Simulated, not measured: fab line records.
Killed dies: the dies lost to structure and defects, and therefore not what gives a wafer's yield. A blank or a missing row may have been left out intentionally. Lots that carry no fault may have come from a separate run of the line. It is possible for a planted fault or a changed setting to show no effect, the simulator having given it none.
Struck lot and sound lot, side by side :: flow sky130 :: 14 steps out of a route of 708
Sound: these wafers, L201.1, L201.3, L201.6. The struck wafers were L216.1, L216.4, L216.6. Last of all comes the cause.
Per side, at each step with rows, come the tool, then ch with its chambers, and then its first start. Under that, the readings that differ: sound wafers :: struck wafers :: difference of the means :: sigmas: that difference in standard deviations of wafers without a fault.
alike: words and numbers the same on both sides, and readings whose means are apart by under 2 such deviations; not compared: readings that were withheld, readings missing a value for some wafer, numbers with overlapping values and no deviation given by the record, and bounds like >300 which may hide the same value.
The two part at a step that has a row with sigmas, a row that says differs or no value, or rows on one side only. Numbers that don't overlap but have no deviation are shown without sigmas and don't part them. A reading missing from all wafers of one side parts the sides only when that side holds two or more wafers.

first, 2 steps without rows for these wafers: SKY_METAL4_PEB_11; SKY_METAL4_DEVELOP_12 (develop time 60 s).
SKY_METAL4_CD_MEAS_13 targets a cd of 300 nm.
  sound on cd sem-02 at day 43 12:50; struck on cd sem-01 at day 47 07:44
  alike: cd nm
SKY_METAL4_OVL_MEAS_14:
  sound on overlay-02 at day 43 12:57; struck on overlay-01 at day 47 07:51
  alike: METAL4_OVL
SKY_METAL4_DESCUM_15: chemistry O2, time 8 s.
  sound on rie metal-04 ch 0,1, day 43 12:59; struck on rie metal-01 ch 0,1, day 47 07:53
  alike: drypump motor current A, oes product au
  not compared: rf hours counter h
SKY_METAL4_ETCH_16: etches BARC in N2/H2, stops on SiO2, time 88.2 s, target depth 60 nm.
  sound on rie metal-04 ch 0,1, day 43 13:01; struck on rie metal-01 ch 0,1, day 47 07:55
  alike: drypump motor current A, oes product au, throttle valve pct
  not compared: rf hours counter h
SKY_METAL4_ETCH_17: etches SiO2 in C4F8/O2/Ar, stops on TiN, time 3.9 s, target depth 15 nm.
  sound on rie diel-01 ch 1,2,3, day 43 13:07; struck on rie diel-02 ch 1,2,3, day 47 08:01
  alike: oes product au
SKY_METAL4_METAL_ETCH_18: etches the open film in Cl2/BCl3, stops on SiO2, target depth 845 nm, time 183.1 s.
  sound on rie metal-01 ch 0,1, day 43 13:08; struck on rie metal-04 ch 0,1, day 47 08:02
  alike: drypump motor current A, oes product au, throttle valve pct
  not compared: rf hours counter h
SKY_METAL4_STRIP_19: strips in O2/N2.
  sound on plasma asher-02 ch 0,1, day 43 13:19; struck on plasma asher-04 ch 1, day 47 08:13
  alike: drypump motor current A, oes product au, strip time to endpoint s
  not compared: rf hours counter h
then, 3 steps without rows for these wafers: SKY_METAL4_STRIP_20 (strips in post etch residue remover, time 1200 s); SKY_METAL4_CLEAN_21 (cleans in IPA, time 180 s); SKY_METAL4_CLEAN_22 (cleans in O3/DIW).
SKY_VIA4_HDPCVD_00: deposits SiO2, target thk 1750 nm, time 291.7 s.
  sound on hdpcvd-02 ch 0,2, day 43 13:57; struck on hdpcvd-02 ch 0,1,2, day 47 08:51
  no value came back on the struck wafers for pressure mtorr (mTorr), run length s (s); on the sound wafers pressure mtorr (mTorr) reads 5.992 5.997 5.999
SKY_PAD_OPEN_PROBE_99:
  rows exist in the record for the sound wafers here (prober-02, day 47 09:51), none for the struck ones

WHERE THEY PART
First at SKY_VIA4_HDPCVD_00; last, within this record, at SKY_PAD_OPEN_PROBE_99.

WHY: what had been put in by the simulator
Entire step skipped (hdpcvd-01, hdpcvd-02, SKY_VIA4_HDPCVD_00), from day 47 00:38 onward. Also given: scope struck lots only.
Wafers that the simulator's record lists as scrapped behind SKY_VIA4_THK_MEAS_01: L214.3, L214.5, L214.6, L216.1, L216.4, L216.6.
